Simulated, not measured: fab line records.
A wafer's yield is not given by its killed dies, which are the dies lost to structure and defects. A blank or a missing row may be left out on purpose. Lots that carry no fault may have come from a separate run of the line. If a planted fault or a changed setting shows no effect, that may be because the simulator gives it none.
fab line records | flow sky130
record lots=12 | wafers=36 | lastDay=51
route steps=708 shown VIA4@642 METAL5@675 PASSIVATION@681 PAD_OPEN@708
lots with no fault: from the same line, run without faults
startH: the number of hours between the record's first day and the start of the first shown wafer of the lot | waitH: how many hours have passed since the lot's step before this one | " the same as in the row above | L1.1+2: several wafers, shown together as one row | - either no value or no given start | * or withheld: withheld | < > ~ a bound
route shown NAME@n: a module of which the file shows steps, and the number in the route of the first | usual: average and standard deviation across the fault-free wafers | same: alike in all rows | chamber/n: place in a boat | sites: each site's reading | _std_site: standard deviation across them | _edge_site: inner sites' mean taken away from outer sites' mean | radiusMm: for every site, how far away it sits from the centre of the wafer | mask NAME#n: copy n | behind: the tool/chamber that last shaped the wafer | hold: the reason the lot was held/the length of the hold in hours/how it ended | device: names the non-switching transistor (n, p or np) | end of line: the tests these same wafers got at the end of their route | a step given without rows: its recipe and nothing more | killed: count of dies lost to structure and defects at first sort (not the wafer's yield) | map: a wafer's dies, marking killed ones x, the rest . and places with no die _
set.NAME: the run value of the setting; set.NAME@STEP: its run value at that earlier step | model.NAME: the simulator's own value behind a step, which no gauge read
the route's steps for a sample of lots (tables are steps, rows are wafers)
services: the hour from which a tool's chamber was out of use, counted from the record's first day as startH (under 0 if before that day), plus the number of hours and why
## steps
# step SKY_VIA4_BOW_MEAS_03
# recipe mode=bow
# usual VIA4_BOW=79/8.1
lot.wafer | tool         | chamber | startH  | waitH | VIA4_BOW[um]
L208.1    | filmMetro-03 | -       | 1018.71 | 0.1   | 80
L208.4    | "            | -       | "       | "     | 79
L208.6    | "            | -       | "       | "     | 70
L210.1    | filmMetro-04 | -       | 1032.36 | 0.1   | 73
L210.4    | "            | -       | "       | "     | 83
L210.6    | "            | -       | "       | "     | 85
L211.2    | filmMetro-01 | -       | 1033.11 | 0.2   | 82
L211.4    | "            | -       | "       | "     | 85
L211.6    | "            | -       | "       | "     | 90
L212.1    | filmMetro-04 | -       | 1035.43 | 0.1   | 77
L212.3    | "            | -       | "       | "     | 88
L212.6    | "            | -       | "       | "     | 69
L214.2    | filmMetro-03 | -       | 1047.78 | 0.2   | 85
L214.5    | "            | -       | "       | "     | 88
L214.6    | "            | -       | "       | "     | 99
L222.3    | filmMetro-03 | -       | 1101.40 | 0.3   | 81
L222.4    | "            | -       | "       | "     | 85
L222.5    | "            | -       | "       | "     | 88
L223.2    | filmMetro-01 | -       | 1104.33 | 0.3   | 76
L223.3    | "            | -       | "       | "     | 68
L223.4    | "            | -       | "       | "     | 93
L225.3    | filmMetro-01 | -       | 1119.69 | 0.2   | 84
L225.4    | "            | -       | "       | "     | 87
L225.5    | "            | -       | "       | "     | 84
L227.3    | filmMetro-04 | -       | 1128.62 | 0.2   | 69
L227.4    | "            | -       | "       | "     | 78
L227.5    | "            | -       | "       | "     | 73
L228.1    | filmMetro-04 | -       | 1130.21 | 0.2   | 81
L228.5    | "            | -       | "       | "     | 81
L228.6    | "            | -       | "       | "     | 78
L229.1    | filmMetro-01 | -       | 1138.49 | 0.1   | 78
L229.3    | "            | -       | "       | "     | 88
L229.4    | "            | -       | "       | "     | 81
L230.3    | filmMetro-03 | -       | 1139.50 | 0.3   | 77
L230.4    | "            | -       | "       | "     | 89
L230.6    | "            | -       | "       | "     | 88
# step SKY_METAL5_DESCUM_14
# recipe chemistry=O2 | sourcePowerW=150 | biasPowerW=0 | pressureMtorr=10 | tempC=40 | timeS=11
# usual drypumpMotorCurrentA=5.8/0.31 | oesProductAu=0.991/0.011 | tempC=40.01/0.12
lot.wafer | tool        | chamber | startH  | waitH | drypumpMotorCurrentA | oesProductAu | rfHoursCounterH | tempC
L208.1    | rieMetal-01 | 0       | 1065.59 | 0.1   | 5.7                  | 1.020        | 9               | 39.89
L208.4    | "           | 1       | "       | "     | 5.7                  | 0.985        | -               | 39.92
L208.6    | "           | 1       | "       | "     | 5.7                  | 0.995        | -               | 40.14
L210.1    | rieMetal-02 | 1       | 1078.57 | 0.1   | 5.9                  | 0.969        | 11              | 40.01
L210.4    | "           | 1       | "       | "     | 5.8                  | 0.975        | -               | 40.00
L210.6    | "           | 0       | "       | "     | 6.3                  | 0.982        | -               | 39.90
L211.2    | rieMetal-01 | 0       | 1079.28 | 0.1   | 5.7                  | 1.003        | 11              | 40.04
L211.4    | "           | 1       | "       | "     | 5.7                  | 0.992        | -               | 40.04
L211.6    | "           | 1       | "       | "     | 5.7                  | 0.987        | -               | 39.88
L212.1    | rieMetal-01 | 0       | 1082.24 | 0.1   | 5.6                  | 1.008        | 11              | 39.90
L212.3    | "           | 1       | "       | "     | 5.7                  | 0.998        | -               | 40.02
L212.6    | "           | 1       | "       | "     | 5.7                  | 0.992        | -               | 40.04
L214.2    | rieMetal-01 | 0       | 1092.42 | 0.1   | 5.6                  | 1.009        | 12              | 39.87
L214.5    | "           | 0       | "       | "     | 5.7                  | 1.020        | -               | 39.82
L214.6    | "           | 1       | "       | "     | 5.7                  | 0.990        | -               | 40.06
L222.3    | rieMetal-03 | 0       | 1143.51 | 0.1   | 6.2                  | 0.997        | -               | 40.14
L222.4    | "           | 1       | "       | "     | 5.4                  | 0.990        | -               | 39.77
L222.5    | "           | 0       | "       | "     | 6.3                  | 0.999        | -               | 40.34
L223.2    | rieMetal-01 | 1       | 1146.47 | 0.1   | 5.7                  | 0.993        | 20              | 40.06
L223.3    | "           | 1       | "       | "     | 5.7                  | 0.991        | -               | 40.08
L223.4    | "           | 0       | "       | "     | 5.7                  | 0.998        | -               | 40.24
L225.3    | rieMetal-03 | 0       | 1159.68 | 0.1   | 6.2                  | 0.994        | -               | 40.12
L225.4    | "           | 1       | "       | "     | 5.4                  | 0.985        | -               | 40.10
L225.5    | "           | 1       | "       | "     | 5.4                  | 0.991        | -               | 40.05
L227.3    | rieMetal-02 | 1       | 1168.11 | 0.1   | 5.9                  | 0.981        | -               | 39.88
L227.4    | "           | 0       | "       | "     | 6.3                  | 0.987        | -               | 40.08
L227.5    | "           | 0       | "       | "     | 6.3                  | 0.971        | -               | 39.96
L228.1    | rieMetal-01 | 0       | 1170.13 | 0.1   | 5.6                  | 0.994        | 19              | 39.86
L228.5    | "           | 1       | "       | "     | 5.7                  | 0.984        | -               | 39.93
L228.6    | "           | 0       | "       | "     | 5.6                  | 1.004        | -               | 39.93
L229.1    | rieMetal-03 | 0       | 1177.27 | 0.1   | 6.3                  | 1.008        | 4               | 39.97
L229.3    | "           | 0       | "       | "     | 6.3                  | 0.995        | -               | 40.10
L229.4    | "           | 1       | "       | "     | 5.4                  | 0.994        | -               | 39.91
L230.3    | rieMetal-02 | 1       | 1178.11 | 0.1   | 5.9                  | 0.979        | -               | 39.92
L230.4    | "           | 0       | "       | "     | 6.3                  | 0.981        | -               | 39.93
L230.6    | "           | 0       | "       | "     | 6.3                  | 0.999        | -               | 40.03
# step SKY_PASSIVATION_CVD_00
# recipe material=SiO2 | targetThkNm=90 | tempC=400 | timeS=withheld | rfW=600
# usual heaterPowerOuterW=416/59 | heaterPowerW=720/68
lot.wafer | tool     | chamber | startH  | waitH | heaterPowerOuterW | heaterPowerW
L208.1    | pecvd-03 | 1       | 1066.46 | 0.0   | 413               | 740
L208.4    | "        | 2       | "       | "     | 412               | 615
L208.6    | "        | 0       | "       | "     | 419               | 782
L210.1    | pecvd-01 | 0       | 1079.43 | 0.0   | 363               | 655
L210.4    | "        | 2       | "       | "     | 508               | 685
L210.6    | "        | 1       | "       | "     | 491               | 819
L211.2    | pecvd-03 | 0       | 1080.14 | 0.0   | 367               | 708
L211.4    | "        | 0       | "       | "     | 374               | 702
L211.6    | "        | 1       | "       | "     | 375               | 674
L212.1    | pecvd-03 | 0       | 1083.11 | 0.0   | 448               | 799
L212.3    | "        | 2       | "       | "     | 497               | 747
L212.6    | "        | 0       | "       | "     | 328               | 649
L214.2    | pecvd-03 | 0       | 1093.28 | 0.0   | 404               | 731
L214.5    | "        | 1       | "       | "     | 441               | 803
L214.6    | "        | 0       | "       | "     | 400               | 725
L222.3    | pecvd-02 | 0       | 1144.40 | 0.0   | 425               | 717
L222.4    | "        | 0       | "       | "     | 411               | 709
L222.5    | "        | 1       | "       | "     | 429               | 831
L223.2    | pecvd-02 | 0       | 1147.34 | 0.0   | 353               | 634
L223.3    | "        | 1       | "       | "     | 418               | 806
L223.4    | "        | 2       | "       | "     | 450               | 748
L225.3    | pecvd-02 | 2       | 1160.57 | 0.0   | 487               | 837
L225.4    | "        | 2       | "       | "     | 480               | 831
L225.5    | "        | 0       | "       | "     | 411               | 722
L227.3    | pecvd-03 | 0       | 1168.99 | 0.0   | 456               | 802
L227.4    | "        | 0       | "       | "     | 324               | 628
L227.5    | "        | 2       | "       | "     | 484               | 708
L228.1    | pecvd-02 | 0       | 1170.99 | 0.0   | 371               | 630
L228.5    | "        | 0       | "       | "     | 363               | 638
L228.6    | "        | 1       | "       | "     | 441               | 838
L229.1    | pecvd-03 | 1       | 1178.13 | 0.0   | 397               | 705
L229.3    | "        | 0       | "       | "     | 429               | 797
L229.4    | "        | 1       | "       | "     | 396               | 696
L230.3    | pecvd-03 | 1       | 1178.97 | 0.0   | 444               | 785
L230.4    | "        | 2       | "       | "     | 499               | 723
L230.6    | "        | 1       | "       | "     | 454               | 804
# step SKY_PASSIVATION_CVD_02
# recipe material=Si3N4 | targetThkNm=540 | tempC=400 | timeS=withheld | rfW=450
# usual heaterPowerOuterW=469/55 | heaterPowerW=780/68
lot.wafer | tool     | chamber | startH  | waitH | heaterPowerOuterW | heaterPowerW
L208.1    | pecvd-02 | 0       | 1066.54 | 0.1   | 461               | 774
L208.4    | "        | 1       | "       | "     | 429               | 807
L208.6    | "        | 0       | "       | "     | 477               | 770
L210.1    | pecvd-02 | 1       | 1079.51 | 0.1   | 453               | 832
L210.4    | "        | 2       | "       | "     | 554               | 921
L210.6    | "        | 1       | "       | "     | 457               | 857
L211.2    | pecvd-01 | 0       | 1080.22 | 0.0   | 367               | 657
L211.4    | "        | 1       | "       | "     | 491               | 810
L211.6    | "        | 2       | "       | "     | 461               | 662
L212.1    | pecvd-02 | 0       | 1083.19 | 0.1   | 490               | 788
L212.3    | "        | 1       | "       | "     | 471               | 897
L212.6    | "        | 1       | "       | "     | 364               | 746
L214.2    | pecvd-02 | 1       | 1093.36 | 0.0   | 460               | 883
L214.5    | "        | 0       | "       | "     | 459               | 782
L214.6    | "        | 2       | "       | "     | 481               | 794
L222.3    | pecvd-01 | 1       | 1144.48 | 0.0   | 512               | 857
L222.4    | "        | 0       | "       | "     | 325               | 615
L222.5    | "        | 1       | "       | "     | 532               | 873
L223.2    | pecvd-03 | 0       | 1147.42 | 0.0   | 484               | 877
L223.3    | "        | 2       | "       | "     | 511               | 790
L223.4    | "        | 0       | "       | "     | 362               | 690
L225.3    | pecvd-03 | 0       | 1160.65 | 0.0   | 440               | 791
L225.4    | "        | 0       | "       | "     | 470               | 823
L225.5    | "        | 1       | "       | "     | 493               | 848
L227.3    | pecvd-02 | 2       | 1169.07 | 0.0   | 541               | 866
L227.4    | "        | 2       | "       | "     | 548               | 895
L227.5    | "        | 0       | "       | "     | 436               | 738
L228.1    | pecvd-01 | 0       | 1171.07 | 0.1   | 405               | 726
L228.5    | "        | 0       | "       | "     | 414               | 731
L228.6    | "        | 1       | "       | "     | 539               | 878
L229.1    | pecvd-01 | 2       | 1178.21 | 0.1   | 534               | 718
L229.3    | "        | 0       | "       | "     | 386               | 698
L229.4    | "        | 1       | "       | "     | 551               | 866
L230.3    | pecvd-01 | 0       | 1179.05 | 0.0   | 423               | 738
L230.4    | "        | 0       | "       | "     | 425               | 744
L230.6    | "        | 2       | "       | "     | 462               | 645
# step SKY_PAD_OPEN_PROBE_99
# usual defectLimitedYield=82.7/1.9 | killed_at_M0_to_M3=44/7.2 | killed_at_M4_up=2.9/1.8 | killedAtContacts=24/5.2 | killedAtFrontEnd=15/4 | killedAtOther=0.2/0.49 | killedDies=85/9.1 | killedOpen=47/6.8 | killedShort=38/5.7 | sort_bin_3_pad_short=0.9/0.44 | sort_bin_5_function=10.3/1.4 | sort_bin_6_memory=6.2/1.1 | sortNPass=407/9.1 | sortYieldPct=82.7/1.9
# same grossDies=492 | killedAtBackSide=0 | sort_bin_4_leakage[%]=0 | sort_bin_8_speed[%]=0
lot.wafer | tool      | chamber | startH  | waitH | defectLimitedYield[%] | killed_at_M0_to_M3 | killed_at_M4_up | killedAtContacts | killedAtFrontEnd | killedAtOther | killedDies | killedOpen | killedShort | sort_bin_3_pad_short[%] | sort_bin_5_function[%] | sort_bin_6_memory[%] | sortNPass | sortYieldPct[%]
L212.1    | prober-01 | -       | 1128.93 | 0.1   | 75.8                  | 38                 | 6               | 22               | 12               | 41            | 119        | 42         | 36          | 2.2                     | 13.2                   | 8.7                  | 373       | 75.8
L212.3    | prober-01 | -       | 1129.03 | 0.2   | 80.1                  | 54                 | 2               | 27               | 15               | 0             | 98         | 48         | 50          | 0.2                     | 11.0                   | 8.7                  | 394       | 80.1
L212.6    | prober-01 | -       | 1129.18 | 0.2   | 76.0                  | 46                 | 2               | 20               | 14               | 36            | 118        | 51         | 31          | 1.4                     | 15.0                   | 7.5                  | 374       | 76.0
L214.2    | prober-02 | -       | 1136.47 | 0.1   | 78.7                  | 42                 | 0               | 14               | 12               | 37            | 105        | 42         | 26          | 2.0                     | 14.4                   | 4.9                  | 387       | 78.7
L214.5    | prober-02 | -       | 1136.62 | 0.2   | 81.5                  | 46                 | 1               | 27               | 16               | 1             | 91         | 51         | 40          | 0.6                     | 10.8                   | 7.1                  | 401       | 81.5
L214.6    | prober-02 | -       | 1136.67 | 0.2   | 75.2                  | 34                 | 3               | 30               | 19               | 36            | 122        | 51         | 36          | 1.8                     | 16.9                   | 6.1                  | 370       | 75.2
# killed by level:class
L212.1 PASSIVATION:unspecified=41 VIA1:geometricParticle:open=11 CONTACT:geometricParticle:open=10 LI_CONTACT:geometricParticle:short=7 VIA2:geometricParticle:open=6 METAL2:geometricParticle:short=5 VIA1:geometricParticle:short=4 METAL4:geometricParticle:short=4
L212.3 VIA3:geometricParticle:open=10 METAL2:geometricParticle:short=9 CONTACT:geometricParticle:short=8 VIA1:geometricParticle:short=8 LI_CONTACT:geometricParticle:open=7 VIA1:geometricParticle:open=7 CONTACT:geometricParticle:open=6 FIELD_ISO:geometricParticle:open=5
L212.6 PASSIVATION:unspecified=36 CONTACT:geometricParticle:open=10 VIA1:geometricParticle:open=10 VIA3:geometricParticle:open=9 VIA2:geometricParticle:open=9 METAL2:geometricParticle:short=7 FIELD_ISO:geometricParticle:open=5 VIA2:geometricParticle:short=5
L214.2 PASSIVATION:unspecified=37 VIA1:geometricParticle:open=14 CONTACT:geometricParticle:open=6 VIA3:geometricParticle:open=6 VIA2:geometricParticle:open=5 VIA1:geometricParticle:short=5 POLY_GATE:geometricParticle:open=4 POLY_GATE:geometricParticle:short=4
L214.5 VIA1:geometricParticle:open=16 CONTACT:geometricParticle:open=13 LI_CONTACT:geometricParticle:open=6 CONTACT:geometricParticle:short=6 POLY_GATE:geometricParticle:short=5 VIA1:geometricParticle:short=5 METAL1:geometricParticle:short=5 VIA3:geometricParticle:open=5
L214.6 PASSIVATION:unspecified=35 LI_CONTACT:geometricParticle:open=11 CONTACT:geometricParticle:open=11 METAL1:geometricParticle:short=6 VIA1:geometricParticle:open=6 FIELD_ISO:geometricParticle:open=5 VIA1:geometricParticle:short=5 METAL2:geometricParticle:short=5
## services
tool        | chamber | startH  | hours | kind
pecvd-01    | -       | 1090.36 | 5.5   | pm
pecvd-01    | 2       | 1090.50 | 5.5   | scheduledDown
pecvd-03    | 0       | 1101.87 | 2.1   | scheduledDown
rieMetal-03 | 0       | 1106.89 | -     | clean
rieMetal-03 | 0       | 1106.89 | 29.5  | scheduledDown
rieMetal-03 | 0       | 1106.89 | 29.5  | ventCycle
rieMetal-02 | -       | 1118.06 | 28.1  | pm
pecvd-02    | 2       | 1127.61 | 15.0  | repair
pecvd-03    | -       | 1132.82 | 1.7   | repair
rieMetal-02 | -       | 1146.16 | 14.6  | pm
pecvd-02    | -       | 1150.17 | 1.6   | repair
pecvd-01    | 1       | 1160.47 | 2.1   | scheduledDown
rieMetal-03 | 1       | 1177.78 | 5.7   | repair
## key
firstSign step=SKY_PAD_OPEN_PROBE_99 | reading=killedAtOther | direction=up | sigmas=37 | usual=0.2 | struck=37.5
effect step=SKY_PAD_OPEN_PROBE_99 | reading=defectLimitedYield | direction=down | sigmas=3.4 | usual=82.7 | struck=76.4
metAt SKY_PASSIVATION_CVD_00
struckLots L212,L214
struckWafers L212.1,L212.6,L214.2,L214.6
notActingAt SKY_VIA4_BOW_MEAS_03,SKY_METAL5_DESCUM_14,SKY_PASSIVATION_CVD_02
onsetBetween 1080.14 1083.11
fault kind=chamberParticleSource | tool=pecvd-03 | chamber=0 | onsetH=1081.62 | steps=SKY_PASSIVATION_CVD_00 | ratePerVisitCm2=0.39032 | endH=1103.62
